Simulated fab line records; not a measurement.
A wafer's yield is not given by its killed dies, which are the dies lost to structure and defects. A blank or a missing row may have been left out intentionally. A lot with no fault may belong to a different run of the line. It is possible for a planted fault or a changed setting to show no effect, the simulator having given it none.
Which of the tools did it? / flow gf180mcu / 6 lots (18 wafers sampled), 1 step of a 602-step route

WHAT EACH GAUGE READ, for each wafer
GF_MIM_RS_MEAS_10: measures by four-point-probe.
lot=L630; measured=day 25 03:07; on=filmMetro-04; MIM_ALCU_RS (ohm/sq)=0.1598 0.1591 0.1596
lot=L636; measured=day 27 04:54; on=filmMetro-03; MIM_ALCU_RS (ohm/sq)=0.1607 0.1615 0.1606
lot=L641; measured=day 28 19:58; on=filmMetro-04; MIM_ALCU_RS (ohm/sq)=0.1588 0.1597 0.1573
lot=L643; measured=day 29 03:37; on=filmMetro-03; MIM_ALCU_RS (ohm/sq)=0.1617 0.1619 0.1624
lot=L648; measured=day 30 12:38; on=filmMetro-04; MIM_ALCU_RS (ohm/sq)=0.1604 0.1616 0.1607
lot=L650; measured=day 31 03:43; on=filmMetro-01; MIM_ALCU_RS (ohm/sq)=0.1629 0.1607 0.1614

WHAT TOOL EACH LOT RAN ON (gives the tool, then ch and the chambers of the sampled wafers, and finally the start)
The record shows no process step preceding these readings.

THE ANSWER, worked out from the rows above alone
Rule: usual is defined by the lots themselves. The widest of any qualifying gaps counts: lots, ordered by their means at a reading, are off when they make up no more than a third of the lots, leave a main group of 4 or more, and stand apart from it by 3 or more times the standard deviation of that group's means. If all means in a main group match to the digits the tables above print for the reading, that group is not used. A lot without any number at a reading at which 4 lots or more have one is off too. Where the step has rows for the other lots, those lots are counted as sound.
None of the lots is off at any reading shown; this tells nothing.

WHAT THE SIMULATOR HAD INSERTED
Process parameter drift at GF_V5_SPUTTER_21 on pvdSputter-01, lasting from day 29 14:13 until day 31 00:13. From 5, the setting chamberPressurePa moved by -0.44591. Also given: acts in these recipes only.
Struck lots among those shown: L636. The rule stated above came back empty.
